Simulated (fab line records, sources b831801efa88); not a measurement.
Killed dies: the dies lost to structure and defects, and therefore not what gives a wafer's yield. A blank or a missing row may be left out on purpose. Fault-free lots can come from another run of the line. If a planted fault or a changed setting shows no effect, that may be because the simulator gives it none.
A struck lot beside a sound one ; flow gf180mcu ; 20 steps out of a route of 602
Sound: these wafers, L232.1, L232.2, L232.6. Struck: wafers L242.1, L242.2, L242.5. Last of all comes the cause.
At each step with rows: each side's tool, then ch and its chambers, then its first start. Under that, the readings that differ: sound wafers ; struck wafers ; difference of the means ; sigmas: that difference in standard deviations of wafers without a fault.
alike: readings whose means differ by less than 2 such deviations, and words and numbers that are the same on both sides. not compared: withheld readings, readings that some wafer has no value for, bounds like >300 that may hide the same value, and numbers for which the record gives no deviation and whose values overlap.
The two part at a step that has a row with sigmas, a row that says differs or no value, or rows on one side only. When numbers do not overlap yet have no deviation, they are printed without sigmas and do not part them. A reading missing from all wafers of one side parts the sides only when that side holds two or more wafers.

first, 1 step without rows for these wafers: GF_DUAL_GATE_WET_ETCH_12 (etches SiO2 in dHF, target depth 13 nm, time 260 s).
GF_DUAL_GATE_STRIP_13: strips in O2/N2.
  sound on plasma asher-04 ch 0,1, day 9 18:55; struck on plasma asher-04 ch 0,1, day 12 19:21
  alike: drypump motor current A, heater power w, oes product au, strip time to endpoint s
  not compared: rf hours counter h
then, 3 steps without rows for these wafers: GF_DUAL_GATE_CLEAN_14 (cleans in SC1/SC2, time 150 s); GF_DUAL_GATE_OXIDATION_15 (stabilise 600 s, purge 300 s, target thk 7.098 nm); GF_POLY_GATE_CVD_00 (deposits poly-Si, target thk 200 nm, time 1200 s).
GF_POLY_GATE_THK_MEAS_01:
  sound on film metro-02, day 9 21:58; struck on film metro-04, day 12 22:23
  alike: POLY_GATE_CVD_00_THK
then, 6 steps without rows for these wafers: GF_POLY_GATE_DEHYDRATE_02 (time 60 s); GF_POLY_GATE_HMDS_03 (prime time 60 s); GF_POLY_GATE_COAT_04; GF_POLY_GATE_COAT_05 (resist thk 700 nm); GF_POLY_GATE_SOFTBAKE_06 (time 60 s); GF_POLY_GATE_EXPOSE_07 (exposes mask Poly2, target cd 280 nm).
GF_POLY_GATE_PEB_08: peb time 90 s.
  sound on litho track-01 ch 0, day 10 15:41; struck on litho track-01 ch 0, day 13 17:14
reading;sound;struck;difference;sigmas
heater power total W (W);85.78 85.79 85.78;98.89 98.76 98.73;+13.01;+99 or more
  alike: chill plate temp C
then, 1 step without rows for these wafers: GF_POLY_GATE_DEVELOP_09 (develop time 60 s).
GF_POLY_GATE_CD_MEAS_10: target cd 280 nm.
  sound on cd sem-01, day 10 16:02; struck on cd sem-02, day 13 17:35
reading;sound;struck;difference;sigmas
cd nm (nm);282.1 280.6 280.2;292.0 292.4 292.1;+11.2;+10
GF_POLY_GATE_OVL_MEAS_11:
  sound on overlay-02, day 10 16:10; struck on overlay-02, day 13 17:43
  alike: POLY_GATE_OVL
GF_POLY_GATE_ETCH_12: etches BARC in N2/H2.
  sound on rie diel-02 ch 1,2, day 10 16:12; struck on rie diel-02 ch 0,1,2, day 13 17:44
reading;sound;struck;difference;sigmas
model.POLY_GATE.cd nm (nm);283.2 281.8 280.3;289.3 293.5 293.1;+10.2;
  alike: drypump motor current A, oes product au, throttle valve pct
GF_POLY_GATE_ETCH_13: etches poly-Si in HBr/Cl2, stops on SiO2, target depth 198.5 nm, time 69.6 s.
  sound on rie si-01 ch 0,1,2, day 10 16:15; struck on rie si-01 ch 1,2,3, day 13 17:48
reading;sound;struck;difference;sigmas
model.POLY_GATE.cd nm (nm);286.5 284.1 279.9;287.6 293.2 295.2;+8.5;
  alike: drypump motor current A, oes product au, throttle valve pct
  not compared: rf hours counter h
GF_POLY_GATE_STRIP_14: strips in O2/N2.
  sound on plasma asher-04 ch 0,1, day 10 16:18; struck on plasma asher-02 ch 0,1, day 13 17:51
reading;sound;struck;difference;sigmas
heater power w (W);291 347 291;333 430 428;+87;+2
  alike: drypump motor current A, oes product au
  not compared: rf hours counter h
then, 1 step without rows for these wafers: GF_PASSIVATION_PROBE_99.

== WHERE THEY PART ==
At GF_POLY_GATE_PEB_08 first; at GF_POLY_GATE_STRIP_14 last (within this record only).

WHY: what the simulator had put in
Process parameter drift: litho track-01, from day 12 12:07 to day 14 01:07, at GF_POLY_GATE_PEB_08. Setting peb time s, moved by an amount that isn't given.
